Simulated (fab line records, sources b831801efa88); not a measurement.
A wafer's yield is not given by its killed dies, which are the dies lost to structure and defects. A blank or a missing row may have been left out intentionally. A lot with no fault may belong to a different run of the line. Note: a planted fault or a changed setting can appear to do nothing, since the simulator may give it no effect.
Which tool is to blame? || flow gf180mcu || 14 lots with 42 wafers sampled at 2 steps, on a route of 602 steps

== WHAT THE GAUGES SHOWED, per wafer ==
GF_HV_LDD_CD_MEAS_19 targets a cd of 400 nm. Usual: cdNm 400.0 nm, standard deviation 2.6.
{"lot": "L426", "measured": "day 10 21:22", "on": "cdSem-01", "cdNm (nm)": "398.6 398.7 401.2", "flag": ""}
{"lot": "L427", "measured": "day 11 06:08", "on": "cdSem-01", "cdNm (nm)": "402.5 403.6 402.8", "flag": ""}
{"lot": "L428", "measured": "day 11 07:08", "on": "cdSem-01", "cdNm (nm)": "400.6 399.8 401.0", "flag": ""}
{"lot": "L429", "measured": "day 11 16:34", "on": "cdSem-01", "cdNm (nm)": "398.5 398.0 396.6", "flag": ""}
{"lot": "L430", "measured": "day 12 02:22", "on": "cdSem-01", "cdNm (nm)": "399.5 401.5 399.7", "flag": ""}
{"lot": "L431", "measured": "day 12 05:39", "on": "cdSem-02", "cdNm (nm)": "396.9 398.7 395.4", "flag": ""}
{"lot": "L434", "measured": "day 13 08:39", "on": "cdSem-02", "cdNm (nm)": "394.0 394.7 394.6", "flag": ""}
{"lot": "L436", "measured": "day 14 02:49", "on": "cdSem-02", "cdNm (nm)": "400.7 399.6 398.0", "flag": ""}
{"lot": "L437", "measured": "day 14 08:28", "on": "cdSem-01", "cdNm (nm)": "403.9 403.7 403.8", "flag": ""}
{"lot": "L438", "measured": "day 14 15:14", "on": "cdSem-02", "cdNm (nm)": "404.5 404.1 402.6", "flag": ""}
{"lot": "L441", "measured": "day 15 12:02", "on": "cdSem-02", "cdNm (nm)": "397.2 396.6 396.0", "flag": ""}
{"lot": "L443", "measured": "day 16 04:56", "on": "cdSem-02", "cdNm (nm)": "400.2 399.3 398.7", "flag": ""}
{"lot": "L448", "measured": "day 18 02:44", "on": "cdSem-02", "cdNm (nm)": "399.3 399.5 400.3", "flag": ""}
{"lot": "L449", "measured": "day 18 11:52", "on": "cdSem-02", "cdNm (nm)": "400.6 400.1 398.7", "flag": ""}

GF_SAB_OVL_MEAS_10. Usual: SAB_OVL -1.2 nm, standard deviation 1.3.
{"lot": "L426", "measured": "day 15 06:15", "on": "overlay-01", "SAB_OVL (nm)": "-0.1 -0.8 0.1", "flag": ""}
{"lot": "L427", "measured": "day 15 14:46", "on": "overlay-02", "SAB_OVL (nm)": "-2.0 -1.2 -1.1", "flag": ""}
{"lot": "L428", "measured": "day 15 19:27", "on": "overlay-01", "SAB_OVL (nm)": "-1.6 -0.2 -3.3", "flag": ""}
{"lot": "L429", "measured": "day 16 03:55", "on": "overlay-01", "SAB_OVL (nm)": "-2.7 -1.6 -1.2", "flag": ""}
{"lot": "L430", "measured": "day 16 15:03", "on": "overlay-02", "SAB_OVL (nm)": "-3.2 -2.4 -1.7", "flag": ""}
{"lot": "L431", "measured": "day 16 18:55", "on": "overlay-02", "SAB_OVL (nm)": "-3.2 -2.2 -2.5", "flag": ""}
{"lot": "L434", "measured": "day 18 01:34", "on": "overlay-01", "SAB_OVL (nm)": "-1.7 -0.9 -2.4", "flag": ""}
{"lot": "L436", "measured": "day 18 23:52", "on": "overlay-01", "SAB_OVL (nm)": "-0.6 -0.8 -0.7", "flag": ""}
{"lot": "L437", "measured": "day 19 07:18", "on": "overlay-02", "SAB_OVL (nm)": "-1.7 -0.6 -3.9", "flag": ""}
{"lot": "L438", "measured": "day 19 14:35", "on": "overlay-02", "SAB_OVL (nm)": "1.3 -0.7 -0.2", "flag": ""}
{"lot": "L441", "measured": "day 20 16:24", "on": "overlay-02", "SAB_OVL (nm)": "0.5 -1.1 0.1", "flag": ""}
{"lot": "L443", "measured": "day 21 07:17", "on": "overlay-01", "SAB_OVL (nm)": "-2.0 -1.4 0.6", "flag": ""}
{"lot": "L448", "measured": "day 23 08:15", "on": "overlay-01", "SAB_OVL (nm)": "-1.5 -2.1 -1.6", "flag": ""}
{"lot": "L449", "measured": "day 23 16:31", "on": "overlay-01", "SAB_OVL (nm)": "-2.6 -3.3 -1.8", "flag": ""}

== TOOL THAT RAN EACH LOT (tool first, then ch and the chambers of the sampled wafers, then the start) ==
Before these readings, the record contains no process step.

== AS READ BY THE TOOLS THEMSELVES (means over the sampled wafers that have a number; for cases with no such wafer, the mark the record gives instead) ==
The record holds no such reading with a usual standard deviation.

== THE ANSWER, worked out from the rows above alone ==
Rule: take the mean of a lot's wafers that have a number; if it is more than 3 standard deviations from the usual mean, the lot is off. A lot without any number at a reading at which 4 lots or more have one is off too. Any other lot the step has rows for is counted as sound. The gauges are gone through in route order, then the tools' own readings, and for those a lot's mean is taken as printed above. The first step at which some lot is off is used, and at that step the reading that is off furthest; a lot without a number counts as furthest.
None of the lots is off at any reading shown; this tells nothing.

== WHAT WAS PUT IN BY THE SIMULATOR ==
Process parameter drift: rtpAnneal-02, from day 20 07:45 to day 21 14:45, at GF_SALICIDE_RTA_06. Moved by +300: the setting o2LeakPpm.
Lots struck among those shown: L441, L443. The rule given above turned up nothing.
